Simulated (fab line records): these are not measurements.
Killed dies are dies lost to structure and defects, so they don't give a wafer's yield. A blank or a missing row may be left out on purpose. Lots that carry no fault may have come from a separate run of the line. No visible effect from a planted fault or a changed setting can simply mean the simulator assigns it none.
fab line records | flow gf180mcu | part 1 of 2: steps 1 to 24 of 35
[record] lots = 5 wafers = 15 last_day = 34
route steps=602 shown HV_LDD@229 NSD@235 PSD@248
lots with no fault: from the same line, run without faults
start_h: the number of hours between the record's first day and the start of the first shown wafer of the lot | wait_h: how many hours have passed since the lot's step before this one | " identical to the entry in the row above | L1.1+2: several wafers, shown together as one row | - either no value or no given start | * or withheld: withheld | < > ~ a bound
route shown NAME@n: NAME is a module with steps in the file, n the number in the route of the first one | usual: average and standard deviation across the fault-free wafers | same: alike in all rows | chamber/n: place in a boat | sites: per-site readings | _std_site: standard deviation across them | _edge_site: inner sites' mean taken away from outer sites' mean | radius_mm: for every site, how far away it sits from the centre of the wafer | mask NAME#n: copy n | behind: the most recent tool/chamber to have shaped the wafer | hold: why the lot went on hold/how many hours it stayed there/how the hold came to an end | device: which transistor (n, p or np) failed to switch | end of line: at the end of the route, the tests of the same wafers | a step without rows: its recipe alone | killed: dies that structure and defects cost at the first sort, which is not the same as the wafer's yield | map: a wafer's dies, marking killed ones x, the rest . and places with no die _
set.NAME: the setting the step ran with; set.NAME@STEP: the setting that earlier step ran with | model.NAME: the simulator's own value behind a step, which no gauge read
certain route steps with their lots: each step a table, each wafer a row
services: a tool's chamber out of use, with start hour (start_h, from the record's first day; less than 0 if before it), hours out, and reason
[[steps]]
[step GF_HV_LDD_RS_MEAS_53]
[recipe] thk_meas_gauge = four-point-probe
[usual] HV_LDD_RS = 418.3/0.85
// columns lot.wafer tool chamber start_h wait_h HV_LDD_RS[ohm/sq]
L081.1 film_metro-01 - 333.13 0.1 418.9
L081.2 " - " " 419.1
L081.4 " - " " 418.8
L089.1 film_metro-03 - 396.13 0.1 418.6
L089.2 " - " " 419.3
L089.6 " - " " 419.9
L090.2 film_metro-01 - 403.29 0.1 416.9
L090.5 " - " " 418.1
L090.6 " - " " 417.8
L093.1 film_metro-03 - 423.96 0.1 418.5
L093.4 " - " " 418.7
L093.6 " - " " 418.5
L094.1 film_metro-03 - 437.28 0.1 417.5
L094.2 " - " " 418.5
L094.3 " - " " 417.2
[step GF_HV_LDD_CVD_54]
[recipe] material = SiO2 target_thk_nm = 10 precursor = TEOS temp_c = 680 time_s = 75 pressure_mtorr = 400
[usual] spike_tc_bottom_C = 700.1/1.9 spike_tc_lower_C = 679.6/1.1 zone_power_bottom_pct = 16.4/2.1 zone_power_lower_pct = 10.8/0.69
// columns lot.wafer tool chamber start_h wait_h spike_tc_bottom_C spike_tc_lower_C zone_power_bottom_pct zone_power_lower_pct
L081.1 lpcvd-02 1 333.56 0.4 696.3 679.1 14.2 10.0
L081.2 " 1 " " 698.0 678.4 14.3 9.9
L081.4 " 1 " " 696.8 678.9 14.3 10.1
L089.1 lpcvd-01 1 396.25 0.1 700.3 677.8 17.0 10.8
L089.2 " 1 " " 701.8 679.9 16.9 10.9
L089.6 " 1 " " 700.7 679.3 17.2 10.9
L090.2 lpcvd-02 1 403.39 0.1 697.3 679.0 14.4 10.0
L090.5 " 1 " " 699.6 677.2 14.4 10.2
L090.6 " 1 " " 698.5 679.1 14.3 10.1
L093.1 lpcvd-02 0 424.08 0.1 701.3 681.0 14.1 10.3
L093.4 " 0 " " 700.1 679.5 14.1 10.3
L093.6 " 0 " " 699.0 678.3 14.3 10.2
L094.1 lpcvd-01 1 437.40 0.1 699.8 681.0 17.4 11.0
L094.2 " 1 " " 700.4 681.9 17.1 10.8
L094.3 " 1 " " 699.9 679.1 17.2 10.9
[step GF_HV_LDD_THK_MEAS_55]
[recipe] reads = SiO2_of_HV_LDD_CVD_54
[usual] HV_LDD_CVD_54_THK = 10.04/0.13
// columns lot.wafer tool chamber start_h wait_h HV_LDD_CVD_54_THK[nm]
L081.1 film_metro-04 - 334.58 0.0 9.99
L081.2 " - " " 10.06
L081.4 " - " " 9.89
L089.1 film_metro-01 - 397.27 0.0 10.08
L089.2 " - " " 9.95
L089.6 " - " " 9.94
L090.2 film_metro-01 - 404.45 0.0 10.02
L090.5 " - " " 10.14
L090.6 " - " " 10.08
L093.1 film_metro-03 - 425.61 0.0 10.10
L093.4 " - " " 10.22
L093.6 " - " " 10.15
L094.1 film_metro-03 - 438.43 0.0 10.11
L094.2 " - " " 10.07
L094.3 " - " " 10.14
[step GF_HV_LDD_CVD_56]
[recipe] material = Si3N4 precursor = DCS/NH3 target_thk_nm = 90 temp_c = 770 time_s = 1543 pressure_mtorr = 250
[usual] spike_tc_bottom_C = 788.8/2 spike_tc_lower_C = 769.8/0.98 zone_power_bottom_pct = 20.2/2.9 zone_power_lower_pct = 13.5/0.91
// columns lot.wafer tool chamber start_h wait_h spike_tc_bottom_C spike_tc_lower_C zone_power_bottom_pct zone_power_lower_pct
L081.1 lpcvd-01 0 334.64 0.1 790.3 770.6 25.0 14.6
L081.2 " 0 " " 792.5 770.2 24.5 14.5
L081.4 " 0 " " 792.5 769.6 24.0 14.7
L089.1 lpcvd-02 0 397.33 0.1 788.6 769.5 18.0 13.0
L089.2 " 0 " " 789.1 770.8 17.7 12.9
L089.6 " 0 " " 787.1 768.9 17.8 13.2
L090.2 lpcvd-01 0 404.53 0.1 790.3 769.3 24.6 14.9
L090.5 " 0 " " 790.8 770.7 24.8 14.8
L090.6 " 0 " " 791.8 772.0 24.7 14.8
L093.1 lpcvd-02 0 425.67 0.1 788.4 769.6 18.0 13.1
L093.4 " 0 " " 788.7 768.9 18.1 13.0
L093.6 " 0 " " 787.8 768.4 18.0 13.1
L094.1 lpcvd-02 0 438.49 0.1 790.9 770.2 18.3 13.0
L094.2 " 0 " " 788.9 769.7 18.0 13.1
L094.3 " 0 " " 789.6 770.8 18.2 13.2
[step GF_HV_LDD_THK_MEAS_57]
[recipe] reads = Si3N4_of_HV_LDD_CVD_56
[usual] HV_LDD_CVD_56_THK = 90.1/1
// columns lot.wafer tool chamber start_h wait_h HV_LDD_CVD_56_THK[nm]
L081.1 film_metro-04 - 336.78 0.0 90.7
L081.2 " - " " 90.7
L081.4 " - " " 91.4
L089.1 film_metro-01 - 398.76 0.0 88.6
L089.2 " - " " 88.6
L089.6 " - " " 88.7
L090.2 film_metro-04 - 405.97 0.0 92.2
L090.5 " - " " 91.4
L090.6 " - " " 92.0
L093.1 film_metro-04 - 427.82 0.0 88.4
L093.4 " - " " 88.4
L093.6 " - " " 88.9
L094.1 film_metro-04 - 439.91 0.0 89.8
L094.2 " - " " 89.1
L094.3 " - " " 89.7
[step GF_HV_LDD_ETCHBACK_58]
[recipe] chemistry = CH3F/O2 target = Si3N4 stop_on = SiO2 source_w = 400 bias_w = 80 pressure_mtorr = 25 ch3f_flow_sccm = 40 O2_flow_sccm = 30 time_s = 100 target_depth_a = 900
[usual] ch3f_flow_sccm = 40.02/0.11 drypump_motor_current_A = 5.7/0.53 oes_product_au = 0.844/0.0073 throttle_valve_pct = 10.561/0.0081
// columns lot.wafer tool chamber start_h wait_h ch3f_flow_sccm drypump_motor_current_A oes_product_au rf_hours_counter_h throttle_valve_pct
L081.1 rie_diel-04 3 336.84 0.1 40.00 5.2 0.846 1 10.562
L081.2 " 2 " " 39.89 5.0 0.849 78 10.549
L081.4 " 0 " " 39.81 6.0 0.857 119 10.564
L089.1 rie_diel-01 2 398.82 0.1 40.06 6.6 0.841 88 10.558
L089.2 " 0 " " 40.08 6.2 0.833 25 10.553
L089.6 " 3 " " 39.91 6.3 0.834 - 10.561
L090.2 rie_diel-04 2 406.02 0.0 40.11 5.0 0.851 80 10.574
L090.5 " 3 " " 39.92 5.2 0.853 - 10.567
L090.6 " 0 " " 39.96 6.1 0.856 - 10.551
L093.1 rie_diel-01 1 427.88 0.1 39.87 5.0 0.835 98 10.557
L093.4 " 2 " " 40.04 6.6 0.838 89 10.566
L093.6 " 3 " " 40.14 6.3 0.833 - 10.562
L094.1 rie_diel-03 2 439.97 0.1 40.25 5.8 0.846 5 10.563
L094.2 " 1 " " 40.22 5.1 0.844 0 10.558
L094.3 " 3 " " 40.09 5.7 0.835 15 10.566
[step GF_NSD_DEHYDRATE_00]
[recipe] temp_c = 200 time_s = 60
[usual] exhaust_pa = 44.8/0.83
// columns lot.wafer tool chamber start_h wait_h exhaust_pa
L081.1 litho_track-01 0 346.80 9.9 43.4
L081.2 " 0 " " 44.4
L081.4 " 0 " " 43.6
L089.1 litho_track-03 0 409.04 10.2 44.8
L089.2 " 0 " " 43.4
L089.6 " 0 " " 43.4
L090.2 litho_track-03 0 416.72 10.7 44.2
L090.5 " 0 " " 43.2
L090.6 " 0 " " 45.1
L093.1 litho_track-01 0 439.05 11.1 45.4
L093.4 " 0 " " 45.4
L093.6 " 0 " " 44.1
L094.1 litho_track-03 0 452.19 12.2 45.8
L094.2 " 0 " " 44.6
L094.3 " 0 " " 44.7
[step GF_NSD_HMDS_01]
[recipe] prime_time_s = 60 prime_temp_c = 120
[usual] exhaust_pa = 44.9/0.9
// columns lot.wafer tool chamber start_h wait_h exhaust_pa
L081.1 litho_track-01 0 346.95 0.1 45.4
L081.2 " 0 " " 45.6
L081.4 " 0 " " 45.8
L089.1 litho_track-03 0 409.19 0.1 44.7
L089.2 " 0 " " 44.5
L089.6 " 0 " " 45.3
L090.2 litho_track-03 0 416.87 0.1 44.8
L090.5 " 0 " " 45.9
L090.6 " 0 " " 45.0
L093.1 litho_track-01 0 439.20 0.1 44.0
L093.4 " 0 " " 45.2
L093.6 " 0 " " 43.3
L094.1 litho_track-03 0 452.34 0.1 44.5
L094.2 " 0 " " 44.0
L094.3 " 0 " " 43.0
[step GF_NSD_COAT_02]
[recipe] resist = NOVOLAK spin_rpm = 3000 resist_thk_nm = 1000
[usual] exhaust_pa = 45.0/0.97 spin_speed_rpm = 3000.3/2.2
// columns lot.wafer tool chamber start_h wait_h exhaust_pa spin_speed_rpm
L081.1 litho_track-01 0 347.10 0.1 44.3 3001.4
L081.2 " 0 " " 44.4 3003.4
L081.4 " 0 " " 45.1 2999.4
L089.1 litho_track-03 0 409.34 0.1 46.5 3004.5
L089.2 " 0 " " 44.7 3004.0
L089.6 " 0 " " 46.2 3000.3
L090.2 litho_track-03 0 417.02 0.1 43.7 3000.3
L090.5 " 0 " " 43.9 3004.5
L090.6 " 0 " " 43.6 3001.4
L093.1 litho_track-01 0 439.35 0.1 45.1 2999.9
L093.4 " 0 " " 46.5 2998.4
L093.6 " 0 " " 47.5 3005.0
L094.1 litho_track-03 0 452.49 0.1 45.5 2997.8
L094.2 " 0 " " 43.3 2997.6
L094.3 " 0 " " 45.6 2998.3
[step GF_NSD_SOFTBAKE_03]
[recipe] temp_c = 90 time_s = 60 resist = NOVOLAK
[usual] exhaust_pa = 44.9/0.79
// columns lot.wafer tool chamber start_h wait_h exhaust_pa
L081.1 litho_track-01 0 347.25 0.1 44.9
L081.2 " 0 " " 45.7
L081.4 " 0 " " 46.0
L089.1 litho_track-03 0 409.49 0.1 45.0
L089.2 " 0 " " 44.9
L089.6 " 0 " " 44.9
L090.2 litho_track-03 0 417.17 0.1 44.9
L090.5 " 0 " " 44.5
L090.6 " 0 " " 44.6
L093.1 litho_track-01 0 439.50 0.1 45.0
L093.4 " 0 " " 45.2
L093.6 " 0 " " 44.1
L094.1 litho_track-03 0 452.64 0.1 45.2
L094.2 " 0 " " 45.6
L094.3 " 0 " " 44.6
[step GF_NSD_EXPOSE_04]
[recipe] mask_id = Nplus target_cd_nm = 400 na = 0.6 source_shape = conventional sigma_outer = 0.6 dose_mj = 140
[usual] reticle_temp_C = 22.99/0.11
// columns lot.wafer tool chamber start_h wait_h mask reticle_temp_C
L081.1 iline_stepper-02 0 - - Nplus#0 22.96
L081.2 " 0 " " Nplus#0 22.89
L081.4 " 0 " " Nplus#0 23.08
L089.1 iline_stepper-01 0 - - Nplus#0 22.87
L089.2 " 0 " " Nplus#0 22.93
L089.6 " 0 " " Nplus#0 22.97
L090.2 iline_stepper-02 0 - - Nplus#0 22.94
L090.5 " 0 " " Nplus#0 22.90
L090.6 " 0 " " Nplus#0 23.14
L093.1 iline_stepper-01 0 - - Nplus#0 22.98
L093.4 " 0 " " Nplus#0 23.10
L093.6 " 0 " " Nplus#0 22.86
L094.1 iline_stepper-01 0 - - Nplus#0 23.08
L094.2 " 0 " " Nplus#0 22.86
L094.3 " 0 " " Nplus#0 22.96
[step GF_NSD_PEB_05]
[recipe] temp_c = withheld time_s = * resist = NOVOLAK
[usual] exhaust_pa = 45.1/0.88
// columns lot.wafer tool chamber start_h wait_h exhaust_pa
L081.1 litho_track-04 0 - - 44.9
L081.2 " 0 " " 43.7
L081.4 " 0 " " 44.3
L089.1 litho_track-04 0 - - 44.8
L089.2 " 0 " " 44.4
L089.6 " 0 " " 46.3
L090.2 litho_track-03 0 - - 44.9
L090.5 " 0 " " 46.3
L090.6 " 0 " " 46.6
L093.1 litho_track-01 0 - - 44.0
L093.4 " 0 " " 45.6
L093.6 " 0 " " 44.8
L094.1 litho_track-03 0 - - 44.3
L094.2 " 0 " " 45.7
L094.3 " 0 " " 44.9
[step GF_NSD_DEVELOP_06]
[recipe] develop_time_s = 60 dev_temp_c = 23
[usual] exhaust_pa = 45.0/0.89
// columns lot.wafer tool chamber start_h wait_h exhaust_pa
L081.1 litho_track-04 0 358.50 0.1 43.7
L081.2 " 0 " " 43.7
L081.4 " 0 " " 44.2
L089.1 litho_track-04 0 420.55 0.1 46.4
L089.2 " 0 " " 45.2
L089.6 " 0 " " 45.0
L090.2 litho_track-03 0 429.72 0.1 43.3
L090.5 " 0 " " 43.8
L090.6 " 0 " " 44.3
L093.1 litho_track-01 0 452.10 0.1 45.5
L093.4 " 0 " " 46.4
L093.6 " 0 " " 46.7
L094.1 litho_track-03 0 464.39 0.1 45.2
L094.2 " 0 " " 45.5
L094.3 " 0 " " 44.7
[step GF_NSD_CD_MEAS_07]
[recipe] target_cd_nm = 400
[usual] cd_nm = 399.6/2.6
// columns lot.wafer tool chamber start_h wait_h cd_nm
L081.1 cd_sem-02 - 358.65 0.1 396.9
L081.2 " - " " 397.8
L081.4 " - " " 399.3
L089.1 cd_sem-01 - 420.70 0.1 399.6
L089.2 " - " " 401.4
L089.6 " - " " 402.7
L090.2 cd_sem-01 - 429.86 0.1 399.1
L090.5 " - " " 397.5
L090.6 " - " " 397.8
L093.1 cd_sem-02 - 452.25 0.1 398.3
L093.4 " - " " 400.9
L093.6 " - " " 395.7
L094.1 cd_sem-02 - 464.54 0.1 398.7
L094.2 " - " " 397.7
L094.3 " - " " 396.1
[step GF_NSD_OVL_MEAS_08]
[usual] NSD_OVL = -0.3/1.3
// columns lot.wafer tool chamber start_h wait_h NSD_OVL[nm]
L081.1 overlay-02 - 358.77 0.1 -0.4
L081.2 " - " " 0.8
L081.4 " - " " 0.1
L089.1 overlay-02 - 420.82 0.1 -0.4
L089.2 " - " " -0.5
L089.6 " - " " -0.3
L090.2 overlay-01 - 429.97 0.1 -2.4
L090.5 " - " " -2.7
L090.6 " - " " -1.8
L093.1 overlay-02 - 452.37 0.1 0.6
L093.4 " - " " 0.1
L093.6 " - " " 0.4
L094.1 overlay-01 - 464.66 0.1 1.7
L094.2 " - " " 0.2
L094.3 " - " " 1.6
[step GF_NSD_IMPLANT_09]
[recipe] species = As energy_kev = 60 dose_cm2 = 4e+15 tilt_deg = 7
// columns lot.wafer tool chamber start_h wait_h
L081.1+2+4 implanter-02 0 358.80 0.0
L089.1+2+6 implanter-02 0 420.85 0.0
L090.2+5+6 implanter-02 0 430.02 0.0
L093.1+4+6 implanter-02 0 452.41 0.0
L094.1+2+3 implanter-03 0 464.70 0.0
[step GF_NSD_IMPLANT_10]
[recipe] species = P energy_kev = 40 dose_cm2 = 5e+14 tilt_deg = 7
// columns lot.wafer tool chamber start_h wait_h
L081.1+2+4 implanter-02 0 358.95 0.1
L089.1+2+6 implanter-02 0 421.00 0.1
L090.2+5+6 implanter-02 0 430.17 0.1
L093.1+4+6 implanter-02 0 452.56 0.1
L094.1+2+3 implanter-03 0 464.85 0.1
[step GF_NSD_STRIP_11]
[recipe] chemistry = O2/N2 power_w = 1400 pressure_mtorr = 1500 platen_temp_c = 250 o2_flow_sccm = 3000 n2_flow_sccm = 300 overash_fraction = 0.5
[usual] drypump_motor_current_A = 5.9/0.48 heater_power_w = 373/29 oes_product_au = 0.486/0.0047 strip_time_to_endpoint_s = 22.96/0.034
// columns lot.wafer tool chamber start_h wait_h drypump_motor_current_A heater_power_w oes_product_au rf_hours_counter_h strip_time_to_endpoint_s
L081.1 plasma_asher-02 1 359.10 0.1 5.6 327 0.485 23 22.95
L081.2 " 0 " " 6.8 351 0.490 23 22.93
L081.4 " 1 " " 5.6 336 0.491 - 22.94
L089.1 plasma_asher-04 0 421.15 0.1 5.6 392 0.483 62 22.95
L089.2 " 1 " " 5.6 422 0.483 62 22.97
L089.6 " 1 " " 5.6 419 0.496 - 22.94
L090.2 plasma_asher-03 0 430.30 0.1 6.2 388 0.480 0 23.00
L090.5 " 1 " " 5.4 355 0.487 - 22.99
L090.6 " 0 " " 6.2 377 0.497 - 22.96
L093.1 plasma_asher-04 0 452.71 0.1 5.6 392 0.489 65 22.95
L093.4 " 0 " " 5.7 394 0.488 - 22.94
L093.6 " 0 " " 5.6 398 0.479 - 22.87
L094.1 plasma_asher-03 0 465.00 0.1 6.2 389 0.481 4 22.97
L094.2 " 1 " " 5.3 353 0.483 4 23.01
L094.3 " 0 " " 6.3 385 0.491 - 22.99
[step GF_NSD_TW_MEAS_12]
[usual] NSD_TW = 4224/29
// columns lot.wafer tool chamber start_h wait_h NSD_TW
L081.1 film_metro-01 - 359.20 0.1 4240
L081.2 " - " " 4250
L081.4 " - " " 4264
L089.1 film_metro-02 - 421.25 0.1 4179
L089.2 " - " " 4178
L089.6 " - " " 4200
L090.2 film_metro-02 - 430.41 0.1 4225
L090.5 " - " " 4200
L090.6 " - " " 4212
L093.1 film_metro-03 - 452.81 0.1 4182
L093.4 " - " " 4231
L093.6 " - " " 4209
L094.1 film_metro-02 - 465.10 0.1 4240
L094.2 " - " " 4237
L094.3 " - " " 4197
[step GF_PSD_DEHYDRATE_00]
[recipe] temp_c = 200 time_s = 60
[usual] exhaust_pa = 44.8/1
// columns lot.wafer tool chamber start_h wait_h exhaust_pa
L081.1 litho_track-01 0 369.80 10.6 44.7
L081.2 " 0 " " 45.2
L081.4 " 0 " " 44.5
L089.1 litho_track-01 0 432.90 11.6 44.0
L089.2 " 0 " " 43.5
L089.6 " 0 " " 45.1
L090.2 litho_track-02 0 440.96 10.5 44.4
L090.5 " 0 " " 45.9
L090.6 " 0 " " 44.9
L093.1 litho_track-02 0 464.13 11.3 45.2
L093.4 " 0 " " 44.0
L093.6 " 0 " " 44.6
L094.1 litho_track-04 0 476.95 11.8 44.9
L094.2 " 0 " " 46.0
L094.3 " 0 " " 45.2
[step GF_PSD_HMDS_01]
[recipe] prime_time_s = 60 prime_temp_c = 120
[usual] exhaust_pa = 45.2/0.93
// columns lot.wafer tool chamber start_h wait_h exhaust_pa
L081.1 litho_track-01 0 369.95 0.1 44.5
L081.2 " 0 " " 44.6
L081.4 " 0 " " 44.6
L089.1 litho_track-01 0 433.05 0.1 44.7
L089.2 " 0 " " 45.8
L089.6 " 0 " " 46.7
L090.2 litho_track-02 0 441.11 0.1 46.8
L090.5 " 0 " " 45.6
L090.6 " 0 " " 46.7
L093.1 litho_track-02 0 464.28 0.1 44.0
L093.4 " 0 " " 45.4
L093.6 " 0 " " 44.2
L094.1 litho_track-04 0 477.10 0.1 46.3
L094.2 " 0 " " 46.0
L094.3 " 0 " " 44.2
[step GF_PSD_COAT_02]
[recipe] resist = NOVOLAK spin_rpm = 3000 resist_thk_nm = 1000
[usual] exhaust_pa = 45.1/0.85 spin_speed_rpm = 3000.1/2
// columns lot.wafer tool chamber start_h wait_h exhaust_pa spin_speed_rpm
L081.1 litho_track-01 0 370.10 0.1 44.0 3001.6
L081.2 " 0 " " 46.1 2999.0
L081.4 " 0 " " 46.2 2998.8
L089.1 litho_track-01 0 433.20 0.1 44.4 3002.6
L089.2 " 0 " " 45.0 2998.6
L089.6 " 0 " " 43.4 3001.2
L090.2 litho_track-02 0 441.26 0.1 45.9 2999.0
L090.5 " 0 " " 45.7 2997.5
L090.6 " 0 " " 42.8 3000.1
L093.1 litho_track-02 0 464.43 0.1 45.1 3000.1
L093.4 " 0 " " 45.2 2997.8
L093.6 " 0 " " 46.4 3003.3
L094.1 litho_track-04 0 477.25 0.1 44.8 2999.4
L094.2 " 0 " " 46.2 2999.6
L094.3 " 0 " " 46.4 3000.0
[step GF_PSD_SOFTBAKE_03]
[recipe] temp_c = 90 time_s = 60 resist = NOVOLAK
[usual] exhaust_pa = 44.9/0.84
// columns lot.wafer tool chamber start_h wait_h exhaust_pa
L081.1 litho_track-01 0 370.25 0.1 43.7
L081.2 " 0 " " 43.6
L081.4 " 0 " " 44.1
L089.1 litho_track-01 0 433.35 0.1 43.7
L089.2 " 0 " " 45.3
L089.6 " 0 " " 45.8
L090.2 litho_track-02 0 441.41 0.1 45.3
L090.5 " 0 " " 45.6
L090.6 " 0 " " 45.1
L093.1 litho_track-02 0 464.58 0.1 43.9
L093.4 " 0 " " 45.9
L093.6 " 0 " " 44.0
L094.1 litho_track-04 0 477.40 0.1 44.7
L094.2 " 0 " " 44.3
L094.3 " 0 " " 45.0
[step GF_PSD_EXPOSE_04]
[recipe] mask_id = Pplus target_cd_nm = 400 na = 0.6 source_shape = conventional sigma_outer = 0.6 dose_mj = 140
[usual] reticle_temp_C = 22.99/0.12
// columns lot.wafer tool chamber start_h wait_h mask reticle_temp_C
L081.1 iline_stepper-01 0 - - Pplus#0 23.05
L081.2 " 0 " " Pplus#0 23.25
L081.4 " 0 " " Pplus#0 22.98
L089.1 iline_stepper-02 0 - - Pplus#0 23.13
L089.2 " 0 " " Pplus#0 22.93
L089.6 " 0 " " Pplus#0 23.05
L090.2 iline_stepper-02 0 - - Pplus#0 22.80
L090.5 " 0 " " Pplus#0 22.90
L090.6 " 0 " " Pplus#0 22.73
L093.1 iline_stepper-01 0 - - Pplus#0 23.18
L093.4 " 0 " " Pplus#0 22.98
L093.6 " 0 " " Pplus#0 23.06
L094.1 iline_stepper-01 0 - - Pplus#0 22.75
L094.2 " 0 " " Pplus#0 22.81
L094.3 " 0 " " Pplus#0 22.86
